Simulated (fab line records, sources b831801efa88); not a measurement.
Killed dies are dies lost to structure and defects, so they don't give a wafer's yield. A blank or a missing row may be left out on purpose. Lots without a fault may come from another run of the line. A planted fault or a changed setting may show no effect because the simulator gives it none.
fab line records | flow sky130
record lots=13 wafers=39 last_day=50
route steps=708 shown LDD_P@263 LDD_LDN@300 POLY_CUT@315 PAD_OPEN@708
lots that met no fault: from a run of the same line without faults
start_h: hours from the record's first day to the start of the lot's first wafer shown | wait_h: hours since the lot's step before | " the same as in the row above | L1.1+2: a row that stands for several wafers | - no value, or no start given | * or withheld: withheld | < > ~ a bound
route shown NAME@n: a module of which the file shows steps, and the number in the route of the first | usual: mean/standard deviation of fault-free wafers | same: alike in all rows | chamber/n: place in a boat | sites: the reading at each site | _std_site: their standard deviation | _edge_site: outer sites' mean less inner sites' | radius_mm: how far each site lies from the wafer's centre | mask NAME#n: copy n | behind: the tool/chamber that last shaped the wafer | hold: why the lot was held/for how many hours/how that ended | device: the transistor (n, p or np) that didn't switch | end of line: the same wafers' tests at the end of the route | a step without rows: its recipe alone | killed: dies lost to structure and defects at the first sort, not the wafer's yield | map: a wafer's dies, x killed, . not, _ none there
set.NAME: the setting as run; set.NAME@STEP: as run at that earlier step | model.NAME: the simulator's own value behind a step, which no gauge read
steps of the route over a sample of lots; a table a step, a row a wafer
services: from which hour (start_h, from the record's first day; less than 0 if before it) a tool's chamber was out of use, for how many hours, and why
## steps
# step SKY_LDD_P_OVL_MEAS_08
# usual LDD_P_OVL=1.1/1.3
# columns lot.wafer tool chamber start_h wait_h LDD_P_OVL[nm]
L868.2 overlay-02 - 424.94 0.1 1.5
L868.3 " - " " 1.0
L868.6 " - " " 3.1
L869.1 overlay-02 - 438.84 0.1 -0.5
L869.3 " - " " -0.9
L869.6 " - " " -2.3
L870.4 overlay-01 - 454.20 0.1 0.7
L870.5 " - " " 2.7
L870.6 " - " " 1.1
L871.1 overlay-02 - 464.12 0.1 1.9
L871.4 " - " " 1.0
L871.5 " - " " 2.4
L878.2 overlay-02 - 535.44 0.1 1.4
L878.3 " - " " 2.6
L878.4 " - " " 2.4
L879.3 overlay-02 - 536.98 0.1 2.3
L879.4 " - " " 3.1
L879.5 " - " " 3.2
L880.1 overlay-01 - 545.95 0.1 3.7
L880.2 " - " " 1.1
L880.4 " - " " 1.7
L881.2 overlay-01 - 549.29 0.1 -1.5
L881.4 " - " " 0.5
L881.6 " - " " -0.3
L884.1 overlay-01 - 583.23 0.1 1.5
L884.3 " - " " 1.5
L884.5 " - " " 1.6
L887.1 overlay-01 - 605.80 0.1 -0.7
L887.3 " - " " 0.4
L887.5 " - " " 1.1
L886.2 overlay-02 - 606.23 0.1 0.2
L886.3 " - " " -0.4
L886.5 " - " " -0.8
L888.3 overlay-01 - 610.33 0.1 0.9
L888.4 " - " " 0.5
L888.6 " - " " 0.9
L891.2 overlay-02 - 630.51 0.1 2.9
L891.3 " - " " -0.2
L891.4 " - " " 0.5
# step SKY_LDD_P_STRIP_10
# recipe chemistry=O2/N2 power_w=1400 pressure_mtorr=1500 platen_temp_c=withheld o2_flow_sccm=3000 n2_flow_sccm=300 overash_fraction=0.5
# usual drypump_motor_current_A=5.4/0.41 oes_product_au=0.715/0.0042 strip_time_to_endpoint_s=14.19/0.039
# columns lot.wafer tool chamber start_h wait_h drypump_motor_current_A oes_product_au rf_hours_counter_h strip_time_to_endpoint_s
L868.2 plasma_asher-04 1 425.12 0.1 5.1 0.712 29 14.25
L868.3 " 0 " " 5.1 0.716 - 14.25
L868.6 " 0 " " 5.1 0.708 - 14.26
L869.1 plasma_asher-01 1 439.02 0.1 5.4 0.715 71 14.15
L869.3 " 0 " " 6.1 0.711 - 14.16
L869.6 " 1 " " 5.4 0.713 - 14.19
L870.4 plasma_asher-03 1 454.40 0.1 5.8 0.720 - 14.21
L870.5 " 0 " " 5.0 0.710 - 14.19
L870.6 " 1 " " 5.8 0.714 - 14.15
L871.1 plasma_asher-01 0 464.30 0.1 6.1 0.713 73 14.25
L871.4 " 1 " " 5.4 0.717 - 14.22
L871.5 " 0 " " 6.1 0.720 - 14.23
L878.2 plasma_asher-04 0 535.62 0.1 5.1 0.724 39 14.21
L878.3 " 1 " " 5.1 0.718 - 14.21
L878.4 " 0 " " 5.1 0.716 - 14.20
L879.3 plasma_asher-04 1 537.19 0.1 5.1 0.711 - 14.23
L879.4 " 0 " " 5.1 0.719 - 14.21
L879.5 " 1 " " 5.1 0.719 - 14.20
L880.1 plasma_asher-03 1 546.14 0.1 5.9 0.716 73 14.15
L880.2 " 0 " " 5.0 0.719 73 14.19
L880.4 " 1 " " 5.8 0.712 - 14.18
L881.2 plasma_asher-01 0 549.47 0.1 6.1 0.715 82 14.23
L881.4 " 1 " " 5.4 0.722 - 14.14
L881.6 " 0 " " 6.1 0.710 - 14.15
L884.1 plasma_asher-03 0 583.42 0.1 5.0 0.715 77 14.20
L884.3 " 1 " " 5.8 0.711 - 14.19
L884.5 " 0 " " 5.0 0.715 - 14.18
L887.1 plasma_asher-01 1 605.99 0.1 5.4 0.718 88 14.21
L887.3 " 1 " " 5.4 0.715 - 14.17
L887.5 " 0 " " 6.1 0.713 - 14.14
L886.2 plasma_asher-03 1 606.41 0.1 5.8 0.717 80 14.20
L886.3 " 1 " " 5.8 0.720 - 14.20
L886.5 " 1 " " 5.8 0.714 - 14.19
L888.3 plasma_asher-04 1 610.54 0.1 5.1 0.717 - 14.23
L888.4 " 0 " " 5.1 0.714 - 14.22
L888.6 " 0 " " 5.1 0.716 - 14.15
L891.2 plasma_asher-01 1 630.69 0.1 5.4 0.714 89 14.18
L891.3 " 1 " " 5.4 0.712 - 14.14
L891.4 " 0 " " 6.1 0.714 - 14.26
# step SKY_LDD_LDN_IMPLANT_11
# recipe species=As energy_kev=15 dose_cm2=1.25e+13 tilt_deg=withheld rotation_deg=293
# usual dose_ions_cm2=1.2502e+13/1.5e+10
# columns lot.wafer tool chamber start_h wait_h dose_ions_cm2
L868.2 implanter-03 0 517.24 0.1 1.2501e+13
L868.3 " 0 " " 1.2517e+13
L868.6 " 0 " " 1.2508e+13
L869.1 implanter-01 0 530.10 0.1 1.2488e+13
L869.3 " 0 " " 1.2508e+13
L869.6 " 0 " " 1.2504e+13
L870.4 implanter-01 0 555.33 0.1 1.2512e+13
L870.5 " 0 " " 1.2515e+13
L870.6 " 0 " " 1.2498e+13
L871.1 implanter-03 0 556.02 0.1 1.2502e+13
L871.4 " 0 " " 1.2493e+13
L871.5 " 0 " " 1.2504e+13
L878.2 implanter-03 0 623.83 0.1 1.2086e+13
L878.3 " 0 " " 1.2092e+13
L878.4 " 0 " " 1.2094e+13
L879.3 implanter-03 0 625.97 0.1 1.2093e+13
L879.4 " 0 " " 1.2083e+13
L879.5 " 0 " " 1.2088e+13
L880.1 implanter-02 0 634.30 0.1 1.2478e+13
L880.2 " 0 " " 1.2487e+13
L880.4 " 0 " " 1.2493e+13
L881.2 implanter-01 0 637.23 0.1 1.248e+13
L881.4 " 0 " " 1.2463e+13
L881.6 " 0 " " 1.2471e+13
L884.1 implanter-02 0 672.01 0.1 1.25e+13
L884.3 " 0 " " 1.2511e+13
L884.5 " 0 " " 1.2509e+13
L887.1 implanter-01 0 693.42 0.1 1.2522e+13
L887.3 " 0 " " 1.2513e+13
L887.5 " 0 " " 1.2519e+13
L886.2 implanter-02 0 693.58 0.1 1.252e+13
L886.3 " 0 " " 1.2496e+13
L886.5 " 0 " " 1.2507e+13
L888.3 implanter-03 0 696.87 0.1 1.2496e+13
L888.4 " 0 " " 1.2515e+13
L888.6 " 0 " " 1.251e+13
L891.2 implanter-02 0 716.56 0.1 1.2487e+13
L891.3 " 0 " " 1.2473e+13
L891.4 " 0 " " 1.2483e+13
# step SKY_POLY_CUT_CD_MEAS_08
# recipe target_cd_nm=270
# usual cd_nm=269.5/1.3
# columns lot.wafer tool chamber start_h wait_h cd_nm
L868.2 cd_sem-01 - 550.12 - 270.8
L868.3 " - " " 270.7
L868.6 " - " " 270.0
L869.1 cd_sem-02 - 561.65 - 267.8
L869.3 " - " " 269.0
L869.6 " - " " 268.1
L870.4 cd_sem-01 - 585.67 - 269.7
L870.5 " - " " 271.1
L870.6 " - " " 271.5
L871.1 cd_sem-01 - 589.30 - 268.5
L871.4 " - " " 269.3
L871.5 " - " " 269.4
L878.2 cd_sem-02 - 655.57 - 268.8
L878.3 " - " " 270.5
L878.4 " - " " 269.9
L879.3 cd_sem-01 - 657.16 - 272.6
L879.4 " - " " 272.6
L879.5 " - " " 271.4
L880.1 cd_sem-01 - 664.23 - 268.7
L880.2 " - " " 269.0
L880.4 " - " " 268.3
L881.2 cd_sem-01 - 667.37 - 268.6
L881.4 " - " " 269.3
L881.6 " - " " 268.8
L884.1 cd_sem-02 - 701.80 - 270.0
L884.3 " - " " 271.3
L884.5 " - " " 271.2
L886.2 cd_sem-01 - 723.82 - 271.1
L886.3 " - " " 270.0
L886.5 " - " " 268.7
L887.1 cd_sem-02 - 723.92 - 271.4
L887.3 " - " " 270.9
L887.5 " - " " 271.3
L888.3 cd_sem-01 - 725.71 - 269.0
L888.4 " - " " 270.5
L888.6 " - " " 271.2
L891.2 cd_sem-01 - 747.42 - 268.3
L891.3 " - " " 269.1
L891.4 " - " " 268.0
# step SKY_PAD_OPEN_PROBE_99
# usual killed_at_M0_to_M3=43/7.4 killed_at_M4_up=3.1/1.9 killed_at_contacts=25/5.4 killed_at_front_end=15/4.3 killed_at_other=0.3/0.54 killed_dies=86/10 killed_on_rim=17/4 killed_open=46/7.4 killed_short=40/7
# same gross_dies=492 killed_at_back_side=0
# columns lot.wafer tool chamber start_h wait_h killed_at_M0_to_M3 killed_at_M4_up killed_at_contacts killed_at_front_end killed_at_other killed_dies killed_on_rim killed_open killed_short
L868.2 prober-01 - 1071.50 0.1 44 2 24 18 0 88 14 46 40
L868.3 prober-01 - 1071.55 0.2 51 1 27 23 1 103 20 47 54
L868.6 prober-01 - 1071.70 0.2 51 6 19 18 0 94 18 43 51
L878.2 prober-01 - 1144.24 0.1 52 1 27 8 1 89 19 55 34
L878.3 prober-01 - 1144.29 0.2 33 1 25 6 0 65 11 33 32
L878.4 prober-01 - 1144.34 0.2 42 8 23 10 0 83 24 38 44
L879.3 prober-02 - 1148.23 0.2 37 2 28 15 0 82 17 56 25
L879.4 prober-02 - 1148.28 0.2 40 4 20 17 0 81 15 49 31
L879.5 prober-02 - 1148.33 0.2 36 5 25 12 0 78 12 42 36
L880.1 prober-01 - 1150.98 0.1 40 3 26 11 1 81 12 46 34
L880.2 prober-01 - 1151.03 0.1 50 3 14 12 1 80 19 43 35
L880.4 prober-01 - 1151.13 0.2 48 4 28 18 0 98 17 45 50
L887.1 prober-02 - 1189.70 0.1 33 2 22 14 0 71 15 28 42
L887.3 prober-02 - 1189.80 0.2 42 5 18 17 0 82 15 47 34
L887.5 prober-02 - 1189.90 0.2 40 4 24 13 0 81 19 46 35
L888.3 prober-01 - 1191.22 0.2 45 2 29 17 1 94 22 48 44
L888.4 prober-01 - 1191.27 0.2 39 1 25 8 1 74 17 41 33
L888.6 prober-01 - 1191.37 0.2 47 5 20 11 0 83 14 39 43
# killed by level:class
L868.2 CONTACT:geometric_particle:short=8 METAL2:geometric_particle:short=8 CONTACT:geometric_particle:open=8 VIA3:geometric_particle:open=8 FIELD_ISO:geometric_particle:open=7 VIA1:geometric_particle:open=6 FIELD_ISO:geometric_particle:short=5 METAL1:geometric_particle:short=5
L868.3 VIA1:geometric_particle:open=9 CONTACT:geometric_particle:open=8 FIELD_ISO:geometric_particle:short=7 METAL2:geometric_particle:short=7 CONTACT:geometric_particle:short=7 METAL1:geometric_particle:short=6 VIA2:geometric_particle:open=6 METAL3:geometric_particle:short=6
L868.6 VIA1:geometric_particle:open=13 METAL2:geometric_particle:short=9 FIELD_ISO:geometric_particle:open=8 CONTACT:geometric_particle:open=8 FIELD_ISO:geometric_particle:short=6 METAL1:geometric_particle:short=6 VIA1:geometric_particle:short=6 CONTACT:geometric_particle:short=5
L878.2 VIA1:geometric_particle:open=11 CONTACT:geometric_particle:open=10 VIA3:geometric_particle:open=10 LI_CONTACT:geometric_particle:open=9 METAL2:geometric_particle:short=8 VIA2:geometric_particle:open=6 CONTACT:geometric_particle:short=5 METAL1:geometric_particle:short=4
L878.3 CONTACT:geometric_particle:open=8 VIA1:geometric_particle:open=7 CONTACT:geometric_particle:short=6 METAL2:geometric_particle:short=6 VIA3:geometric_particle:open=5 LI_CONTACT:geometric_particle:short=4 LI_CONTACT:geometric_particle:open=4 VIA2:geometric_particle:open=4
L878.4 VIA1:geometric_particle:open=11 CONTACT:geometric_particle:open=8 METAL2:geometric_particle:short=8 METAL4:geometric_particle:short=7 LI_CONTACT:geometric_particle:open=6 VIA2:geometric_particle:open=6 VIA1:geometric_particle:short=5 CONTACT:geometric_particle:short=5
L879.3 VIA1:geometric_particle:open=14 LI_CONTACT:geometric_particle:open=11 CONTACT:geometric_particle:open=9 CONTACT:geometric_particle:short=6 VIA2:geometric_particle:open=5 VIA3:geometric_particle:open=4 METAL2:geometric_particle:short=4 FIELD_ISO:geometric_particle:open=3
L879.4 VIA1:geometric_particle:open=10 LI_CONTACT:geometric_particle:open=8 VIA2:geometric_particle:open=8 VIA3:geometric_particle:open=7 POLY_GATE:geometric_particle:short=6 CONTACT:geometric_particle:open=6 METAL1:geometric_particle:short=4 VIA2:geometric_particle:short=4
L879.5 LI_CONTACT:geometric_particle:open=8 VIA2:geometric_particle:open=8 VIA1:geometric_particle:short=7 VIA3:geometric_particle:open=6 METAL4:geometric_particle:short=5 CONTACT:geometric_particle:open=5 VIA1:geometric_particle:open=5 CONTACT:geometric_particle:short=4
L880.1 VIA1:geometric_particle:open=10 CONTACT:geometric_particle:open=8 LI_CONTACT:geometric_particle:open=8 METAL2:geometric_particle:short=6 POLY_GATE:geometric_particle:short=5 VIA1:geometric_particle:short=4 VIA2:geometric_particle:open=4 VIA3:geometric_particle:open=4
L880.2 VIA2:geometric_particle:open=13 VIA2:geometric_particle:short=7 VIA3:geometric_particle:open=7 LI_CONTACT:geometric_particle:open=5 VIA3:geometric_particle:short=5 POLY_GATE:geometric_particle:open=4 CONTACT:geometric_particle:open=4 VIA1:geometric_particle:short=4
L880.4 METAL2:geometric_particle:short=11 VIA1:geometric_particle:open=11 LI_CONTACT:geometric_particle:short=7 VIA2:geometric_particle:open=7 CONTACT:geometric_particle:open=6 VIA3:geometric_particle:open=5 POLY_GATE:geometric_particle:open=4 LI_CONTACT:geometric_particle:open=4
L887.1 METAL2:geometric_particle:short=7 METAL3:geometric_particle:short=6 LOCAL_INTERCONNECT:geometric_particle:short=5 CONTACT:geometric_particle:open=5 VIA1:geometric_particle:open=5 CONTACT:geometric_particle:short=4 LI_CONTACT:geometric_particle:short=4 LI_CONTACT:geometric_particle:open=4
L887.3 VIA1:geometric_particle:open=16 CONTACT:geometric_particle:open=7 VIA3:geometric_particle:open=6 FIELD_ISO:geometric_particle:short=5 FIELD_ISO:geometric_particle:open=5 LOCAL_INTERCONNECT:geometric_particle:short=5 METAL2:geometric_particle:short=5 METAL4:geometric_particle:short=5
L887.5 VIA1:geometric_particle:open=11 LI_CONTACT:geometric_particle:open=7 CONTACT:geometric_particle:open=7 METAL2:geometric_particle:short=6 VIA3:geometric_particle:open=6 VIA2:geometric_particle:open=5 FIELD_ISO:geometric_particle:open=4 LOCAL_INTERCONNECT:geometric_particle:short=4
L888.3 CONTACT:geometric_particle:open=13 METAL2:geometric_particle:short=11 VIA1:geometric_particle:open=9 FIELD_ISO:geometric_particle:short=7 LI_CONTACT:geometric_particle:open=6 VIA2:geometric_particle:open=6 VIA3:geometric_particle:open=5 CONTACT:geometric_particle:short=4
L888.4 LI_CONTACT:geometric_particle:open=12 VIA1:geometric_particle:open=11 VIA2:geometric_particle:open=6 CONTACT:geometric_particle:open=5 METAL2:geometric_particle:short=5 METAL3:geometric_particle:short=4 POLY_GATE:geometric_particle:short=4 LOCAL_INTERCONNECT:geometric_particle:short=4
L888.6 VIA1:geometric_particle:open=14 CONTACT:geometric_particle:short=10 VIA2:geometric_particle:open=10 VIA1:geometric_particle:short=7 FIELD_ISO:geometric_particle:short=4 LOCAL_INTERCONNECT:geometric_particle:short=4 METAL1:geometric_particle:short=4 METAL4:geometric_particle:short=4
## services
# columns tool chamber start_h hours kind
implanter-01 - 409.84 1.1 repair
implanter-01 - 454.96 3.6 pm
implanter-01 - 474.94 5.0 repair
implanter-02 - 478.25 13.6 repair
implanter-02 - 497.63 116.3 pm
plasma_asher-03 - 501.87 4.3 repair
implanter-01 - 527.62 1.9 repair
plasma_asher-04 - 530.05 0.4 repair
implanter-01 - 535.82 6.0 pm
implanter-03 - 541.86 3.9 pm
implanter-03 - 546.32 1.6 repair
implanter-03 - 559.10 6.6 repair
implanter-01 - 564.17 3.5 repair
plasma_asher-04 - 572.29 35.1 repair
plasma_asher-04 - 579.90 4.8 repair
implanter-01 - 598.78 2.0 repair
plasma_asher-01 - 607.63 14.6 pm
implanter-01 - 621.93 4.3 repair
implanter-02 - 622.85 2.9 pm
plasma_asher-03 - 633.01 3.9 repair
implanter-03 - 648.55 8.1 repair
implanter-01 - 654.08 5.5 repair
plasma_asher-03 - 682.08 7.2 repair
## key
first_sign step=SKY_LDD_LDN_IMPLANT_11 reading=dose_ions_cm2 direction=down sigmas=27 usual=* struck=*
effect none on later readings
met_at SKY_LDD_LDN_IMPLANT_11
struck_lots L878,L879
tester_left_out L878,L879
not_acting_at SKY_LDD_P_OVL_MEAS_08,SKY_LDD_P_STRIP_10,SKY_POLY_CUT_CD_MEAS_08
onset_between 556.02 623.83
fault kind=process_parameter_drift tool=implanter-03 chamber=- onset_h=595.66 steps=SKY_LDD_LDN_IMPLANT_11 channel=dose_cm2 offset=* shape=step end_h=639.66 acts_in=* stated=*
# tester_left_out: of these lots the tester's yield and bins aren't shown, on N5 and GAA mostly nor the transistor test; their killed dies are dies lost to structure and defects alone, not to doping, threshold or leakage, so they don't give the yield
